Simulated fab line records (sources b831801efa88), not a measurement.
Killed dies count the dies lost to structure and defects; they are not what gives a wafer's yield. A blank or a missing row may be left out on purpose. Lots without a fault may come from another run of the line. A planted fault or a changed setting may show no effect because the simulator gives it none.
What tool caused it?	flow sky130	24 lots, 72 wafers sampled, at 3 steps of a route of 708

== WHAT EACH GAUGE READ, for each wafer ==
SKY_VT_ADJUST_NCORE_OVL_MEAS_08.
lot	measured	on	VT_ADJUST_NCORE_OVL (nm)
L074	day 8 14:11	overlay-02	-0.4 -0.9 0.3
L075	day 8 23:12	overlay-01	-0.3 -1.2 -0.7
L076	day 9 06:08	overlay-02	-0.5 -0.3 -0.5
L077	day 9 14:40	overlay-02	0.2 0.5 -0.1
L078	day 9 21:53	overlay-02	0.3 2.0 0.1
L079	day 10 08:32	overlay-02	-0.1 -0.8 -0.5
L080	day 10 09:59	overlay-01	2.8 0.2 1.9
L081	day 10 20:20	overlay-02	-0.5 -0.6 0.6
L082	day 11 00:56	overlay-01	1.7 2.1 3.6
L083	day 11 03:44	overlay-01	-1.1 -0.7 -0.7
L084	day 11 12:32	overlay-01	2.7 0.7 2.8
L085	day 11 22:41	overlay-01	1.3 0.2 0.5
L086	day 12 06:56	overlay-01	2.2 1.1 0.6
L087	day 12 11:14	overlay-02	-0.4 -2.1 -0.9
L088	day 12 18:29	overlay-02	0.4 0.1 0.8
L089	day 12 23:56	overlay-02	1.8 1.0 1.8
L090	day 13 09:15	overlay-01	0.5 1.7 1.8
L091	day 13 17:38	overlay-02	-1.8 -1.8 -0.9
L092	day 14 00:29	overlay-02	1.4 1.9 0.8
L093	day 14 03:47	overlay-01	1.4 0.9 0.0
L094	day 14 14:29	overlay-02	0.4 0.7 -0.7
L095	day 14 19:01	overlay-01	0.9 0.6 -0.2
L096	day 15 00:22	overlay-01	3.6 3.6 3.6
L097	day 15 11:12	overlay-01	0.0 0.9 0.7

SKY_LI_CONTACT_RS_MEAS_22: measurement is done with a four-point probe.
lot	measured	on	LI_CONTACT_W_RS (ohm/sq)
L074	day 29 05:52	filmMetro-01	0.2796 0.2850 0.2807
L075	day 30 04:46	filmMetro-02	0.2803 0.2836 0.2848
L076	day 30 09:23	filmMetro-04	0.2832 0.2865 0.2850
L077	day 30 12:25	filmMetro-01	0.2835 0.2849 0.2823
L078	day 30 21:43	filmMetro-01	0.2819 0.2810 0.2798
L079	day 31 08:22	filmMetro-02	0.2849 0.2872 0.2869
L080	day 31 11:07	filmMetro-02	0.2760 0.2803 0.2786
L081	day 31 22:29	filmMetro-04	0.2841 0.2892 0.2854
L082	day 32 11:02	filmMetro-04	0.2851 0.2864 0.2814
L083	day 32 12:01	filmMetro-01	0.2835 0.2848 0.2876
L084	day 32 21:10	filmMetro-02	0.2821 0.2773 0.2844
L085	day 33 06:37	filmMetro-01	0.2845 0.2847 0.2867
L086	day 33 14:29	filmMetro-01	0.2858 0.2859 0.2853
L087	day 33 19:05	filmMetro-02	0.2811 0.2833 0.2818
L088	day 34 03:04	filmMetro-04	0.2825 0.2871 0.2813
L089	day 34 15:21	filmMetro-02	0.2813 0.2827 0.2847
L090	day 34 19:21	filmMetro-01	0.2812 0.2879 0.2808
L091	day 35 00:42	filmMetro-01	0.2800 0.2827 0.2792
L092	day 35 05:48	filmMetro-04	0.2836 0.2775 0.2800
L093	day 35 09:55	filmMetro-01	0.2902 0.2834 0.2832
L094	day 35 16:40	filmMetro-04	0.2835 0.2888 0.2870
L095	day 36 00:04	filmMetro-01	0.2838 0.2853 0.2865
L096	day 36 04:48	filmMetro-02	0.2814 0.2849 0.2823
L097	day 36 13:33	filmMetro-02	0.2815 0.2792 0.2819

SKY_CONTACT_THK_MEAS_03.
lot	measured	on	CONTACT_HDPCVD_THK (nm)
L074	day 30 11:59	filmMetro-01	552 564 549
L075	day 31 09:16	filmMetro-04	559 555 561
L076	day 31 14:53	filmMetro-04	572 568 570
L077	day 31 17:49	filmMetro-04	571 568 561
L078	day 32 02:17	filmMetro-03	563 574 563
L079	day 32 12:33	filmMetro-03	568 565 564
L080	day 32 15:35	filmMetro-03	569 558 571
L081	day 33 02:34	filmMetro-01	567 562 568
L082	day 33 15:18	filmMetro-04	566 555 549
L083	day 33 16:20	filmMetro-04	567 558 563
L084	day 34 00:57	filmMetro-03	557 559 570
L085	day 34 10:40	filmMetro-01	580 569 579
L086	day 34 18:16	filmMetro-04	567 563 568
L087	day 34 23:04	filmMetro-03	570 567 575
L088	day 35 07:05	filmMetro-04	563 571 559
L089	day 35 19:35	filmMetro-01	559 557 570
L090	day 35 23:18	filmMetro-04	558 564 563
L091	day 36 03:57	filmMetro-04	558 554 564
L092	day 36 09:17	filmMetro-04	569 568 576
L093	day 36 13:10	filmMetro-01	567 568 562
L094	day 36 20:23	filmMetro-03	574 552 566
L095	day 37 03:23	filmMetro-03	558 560 564
L096	day 37 07:45	filmMetro-01	557 558 562
L097	day 37 17:27	filmMetro-03	567 572 566

== WHAT TOOL EACH LOT RAN ON (gives the tool, then ch and the chambers of the sampled wafers, and finally the start) ==
Before these readings, the record contains no process step.

== WHAT THE TOOLS THEMSELVES READ (means of the sampled wafers that have a number; where no wafer has one, the mark that the record gives instead) ==
The record holds no such reading with a usual standard deviation.

== THE ANSWER, worked out from the rows above alone ==
Rule: usual is defined by the lots themselves. The widest of any qualifying gaps counts: lots, ordered by their means at a reading, are off when they make up no more than a third of the lots, leave a main group of 4 or more, and stand apart from it by 3 or more times the standard deviation of that group's means. If all means in a main group match to the digits the tables above print for the reading, that group is not used. A lot without any number at a reading at which 4 lots or more have one is off too. Any other lot the step has rows for is counted as sound. After the gauges, taken in route order, come the tools' own readings; for these a lot's mean is taken, as printed above. The first step at which some lot is off is used, and at that step the reading that is off furthest; a lot without a number counts as furthest.
No lot is off at any reading shown: from this, nothing can be told.

== WHAT THE SIMULATOR HAD PUT IN ==
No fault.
